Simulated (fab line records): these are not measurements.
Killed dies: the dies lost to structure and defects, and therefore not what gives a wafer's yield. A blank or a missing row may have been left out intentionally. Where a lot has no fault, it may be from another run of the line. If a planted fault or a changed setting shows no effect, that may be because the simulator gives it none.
Matching of chambers / flow sky130 / SKY_VIA2_CMP_24 on cmp-02 has 4 sister chambers
The step polishes, stops on SiO2, t overpolish 20 s, target thk 0 nm. 16 wafers are shown with their chamber, then 8 later ones without.

== WAFERS WITH THEIR CHAMBER ==
wafer=L734.1; chamber=1; motorCurrentA (A)=11.7; timeToEndpointS (s)=102; headPressurePsi (psi)=3.509
wafer=L734.3; chamber=3; motorCurrentA (A)=10.0; timeToEndpointS (s)=105; headPressurePsi (psi)=3.505
wafer=L734.5; chamber=2; motorCurrentA (A)=10.5; timeToEndpointS (s)=102; headPressurePsi (psi)=3.501
wafer=L737.4; chamber=0; motorCurrentA (A)=15.1; timeToEndpointS (s)=103; headPressurePsi (psi)=3.503
wafer=L737.5; chamber=1; motorCurrentA (A)=10.8; timeToEndpointS (s)=110; headPressurePsi (psi)=3.498
wafer=L737.6; chamber=2; motorCurrentA (A)=10.6; timeToEndpointS (s)=105; headPressurePsi (psi)=3.499
wafer=L736.2; chamber=0; motorCurrentA (A)=14.8; timeToEndpointS (s)=100; headPressurePsi (psi)=3.504
wafer=L736.4; chamber=1; motorCurrentA (A)=10.8; timeToEndpointS (s)=108; headPressurePsi (psi)=3.506
wafer=L736.6; chamber=1; motorCurrentA (A)=11.0; timeToEndpointS (s)=105; headPressurePsi (psi)=3.497
wafer=L738.2; chamber=1; motorCurrentA (A)=11.2; timeToEndpointS (s)=106; headPressurePsi (psi)=3.501
wafer=L738.3; chamber=0; motorCurrentA (A)=15.5; timeToEndpointS (s)=103; headPressurePsi (psi)=3.497
wafer=L738.6; chamber=1; motorCurrentA (A)=10.9; timeToEndpointS (s)=107; headPressurePsi (psi)=3.492
wafer=L746.2; chamber=1; motorCurrentA (A)=11.1; timeToEndpointS (s)=106; headPressurePsi (psi)=3.502
wafer=L746.5; chamber=3; motorCurrentA (A)=9.5; timeToEndpointS (s)=106; headPressurePsi (psi)=3.515
wafer=L746.6; chamber=0; motorCurrentA (A)=14.2; timeToEndpointS (s)=105; headPressurePsi (psi)=3.497
wafer=L749.1; chamber=2; motorCurrentA (A)=10.7; timeToEndpointS (s)=102; headPressurePsi (psi)=3.510

SIGNATURES (averages over the wafers above)
reading=motorCurrentA; chamber 0=14.900; chamber 1=11.071; chamber 2=10.600; chamber 3=9.750; scatter within a chamber=0.37
reading=timeToEndpointS; chamber 0=102.75; chamber 1=106.29; chamber 2=103.00; chamber 3=105.50; scatter within a chamber=2.17
reading=headPressurePsi; chamber 0=3.50025; chamber 1=3.50071; chamber 2=3.50333; chamber 3=3.51000; scatter within a chamber=0.00545
Rule: distance of a wafer from a chamber = root of the sum over the readings of ((wafer's reading minus chamber's mean) / reading's scatter) squared. If the next closest chamber is less than 2 further off than the closest, the wafer can't be placed; otherwise it belongs to the closest. The scatter is the square root of a quotient: the sum, over the shown wafers, of each reading's squared deviation from its chamber's mean, divided by wafers minus chambers.

== WAFERS WITH NO CHAMBER GIVEN ==
wafer=L749.3; motorCurrentA (A)=10.8; timeToEndpointS (s)=108; headPressurePsi (psi)=3.500
wafer=L749.5; motorCurrentA (A)=15.5; timeToEndpointS (s)=100; headPressurePsi (psi)=3.497
wafer=L751.3; motorCurrentA (A)=10.1; timeToEndpointS (s)=108; headPressurePsi (psi)=3.488
wafer=L751.4; motorCurrentA (A)=10.1; timeToEndpointS (s)=107; headPressurePsi (psi)=3.493
wafer=L751.6; motorCurrentA (A)=10.7; timeToEndpointS (s)=111; headPressurePsi (psi)=3.495
wafer=L754.2; motorCurrentA (A)=10.5; timeToEndpointS (s)=108; headPressurePsi (psi)=3.507
wafer=L754.3; motorCurrentA (A)=10.6; timeToEndpointS (s)=107; headPressurePsi (psi)=3.492
wafer=L754.5; motorCurrentA (A)=10.5; timeToEndpointS (s)=110; headPressurePsi (psi)=3.500

== WHICH CHAMBER EACH ONE RAN IN ==
wafer=L749.3; from the rows above=can't be placed: 1 or 2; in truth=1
wafer=L749.5; from the rows above=0; in truth=0
wafer=L751.3; from the rows above=can't be placed: 1 or 2 or 3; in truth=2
wafer=L751.4; from the rows above=can't be placed: 2 or 1 or 3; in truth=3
wafer=L751.6; from the rows above=can't be placed: 1 or 2 or 3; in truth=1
wafer=L754.2; from the rows above=can't be placed: 1 or 3 or 2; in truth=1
wafer=L754.3; from the rows above=can't be placed: 1 or 2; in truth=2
wafer=L754.5; from the rows above=can't be placed: 1 or 2 or 3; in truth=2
1 of 8 placed correctly. These rows do not allow placing 7 (true chamber among the candidates in 7). Placed wrongly: 0.
